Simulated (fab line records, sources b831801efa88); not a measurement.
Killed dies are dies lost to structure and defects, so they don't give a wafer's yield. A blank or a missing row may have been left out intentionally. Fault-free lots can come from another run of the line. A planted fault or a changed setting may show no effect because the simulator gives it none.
Which tool was responsible? | flow sky130 | route of 708 steps, sampled at 1 step: 6 lots, 18 wafers

== WHAT EACH GAUGE READ, for each wafer ==
SKY_VT_ADJUST_PCH_OVL_MEAS_07.
lot  | measured     | on         | VT_ADJUST_PCH_OVL (nm)
L287 | day 10 16:08 | overlay-01 | 1.6 0.3 1.8
L289 | day 11 05:07 | overlay-02 | -0.4 -0.4 0.0
L294 | day 12 20:02 | overlay-01 | 1.4 0.8 0.2
L299 | day 14 11:20 | overlay-01 | -0.2 0.0 1.4
L302 | day 15 13:41 | overlay-01 | -2.4 -2.3 -1.2
L308 | day 17 14:32 | overlay-02 | -1.9 -1.7 -2.1

== WHICH TOOL RAN EACH LOT (tool, then ch and the chambers of the sampled wafers, then the start) ==
There is no process step in the record ahead of these readings.

== THE ANSWER, worked out from the rows above alone ==
Rule: what is usual is taken from the lots themselves. The widest of any qualifying gaps counts: lots, ordered by their means at a reading, are off when they make up no more than a third of the lots, leave a main group of 4 or more, and stand apart from it by 3 or more times the standard deviation of that group's means. A main group whose means are all the same, to the digits that the tables above print for the reading, isn't used. Also off: a lot with no number at a reading for which 4 or more lots have one. All remaining lots with rows at the step are treated as sound.
Nothing can be told from this: no lot is off at any reading shown.

== WHAT THE SIMULATOR HAD INSERTED ==
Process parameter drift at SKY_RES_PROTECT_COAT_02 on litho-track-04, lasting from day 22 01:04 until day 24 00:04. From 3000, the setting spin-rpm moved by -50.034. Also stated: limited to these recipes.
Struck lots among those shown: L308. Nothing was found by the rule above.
